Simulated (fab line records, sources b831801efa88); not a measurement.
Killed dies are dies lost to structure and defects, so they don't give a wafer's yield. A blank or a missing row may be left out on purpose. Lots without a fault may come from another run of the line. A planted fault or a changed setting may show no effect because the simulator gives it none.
Problem report in the 8D (eight disciplines) form, filled by code | flow gf180mcu | the parts of the form that need people (team, actions taken, sign-off) are left out

1. THE PROBLEM
exposure_dose_mJ_cm2 at GF_V5_EXPOSE_11 reads a mean of 37.44 on 6 wafers of 2 lots; wafers without a fault read 38.43 with a standard deviation of 0.049. That is -20 standard deviations from the usual mean.
The step: exposes mask Via5, target cd 260 nm.
First seen on wafer L916.3, day 31 08:09, on krf_scanner-02. The record holds 39 wafers of 13 lots with a number at this step. Rule for "out", or "out of limits": more than 4 standard deviations from the usual mean. The other wafers with a number count as sound.

2. WHAT IT IS AND WHAT IT IS NOT
question                    | is                     | is not
which readings at this step | exposure_dose_mJ_cm2   | -
which lots                  | L916, L917             | L901, L903, L904, L905, L907, L909, L911, L919, L920, L923, L924
which wafers of those lots  | all that have a number | -
read on which tools         | krf_scanner-02         | krf_scanner-01
when                        | from day 31 08:09      | up to then (21 sound wafers); but 12 sound wafers of L919, L920, L923, L924 came after

3. SUSPECTS, AND WHAT RULES EACH OUT
Counting: a tool at a process step up to the reading stays a suspect if it ran every lot that is out and no sound lot after the first of them.
- krf_scanner-02 at GF_V5_EXPOSE_11 (exposes mask Via5, target cd 260 nm): kept. It ran every lot that is out, first L916 (day 31 08:09), and no sound lot after that; its last sound lot up to then is L911 (day 30 04:35). Its own readings are out on those wafers: exposure_dose_mJ_cm2.
Left after counting: krf_scanner-02 at GF_V5_EXPOSE_11.

4. THE CAUSE (what the simulator had put in)
Process parameter drift: krf_scanner-02, from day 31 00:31 on, at GF_V5_EXPOSE_11. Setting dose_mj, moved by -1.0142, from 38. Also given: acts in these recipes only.
Counting left only this tool.

5. THE CHAIN OF EFFECTS, in route order
Each row: a reading whose mean over the struck wafers that have a number lies more than 3 standard deviations from the usual. Only readings for which the record gives a usual standard deviation are gone through. hours: the time from each lot's start at the first step in this table that gives one to its start at this step, as a median over the lots. sigmas: the change in usual standard deviations.
hours | step             | reading              | usual    | on struck wafers | change | sigmas
0     | GF_V5_EXPOSE_11  | exposure_dose_mJ_cm2 | 38.43    | 37.44            | -0.99  | -20
9     | GF_V5_CD_MEAS_14 | cd_nm                | 259.8 nm | 255.5            | -4.3   | -3.0
The process steps in it:
- GF_V5_EXPOSE_11: exposes mask Via5, target cd 260 nm.

6. WHAT WOULD HAVE CAUGHT IT SOONER
In this record the first reading out of limits was taken at day 31 08:09, 8 hours after the fault began at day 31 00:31.
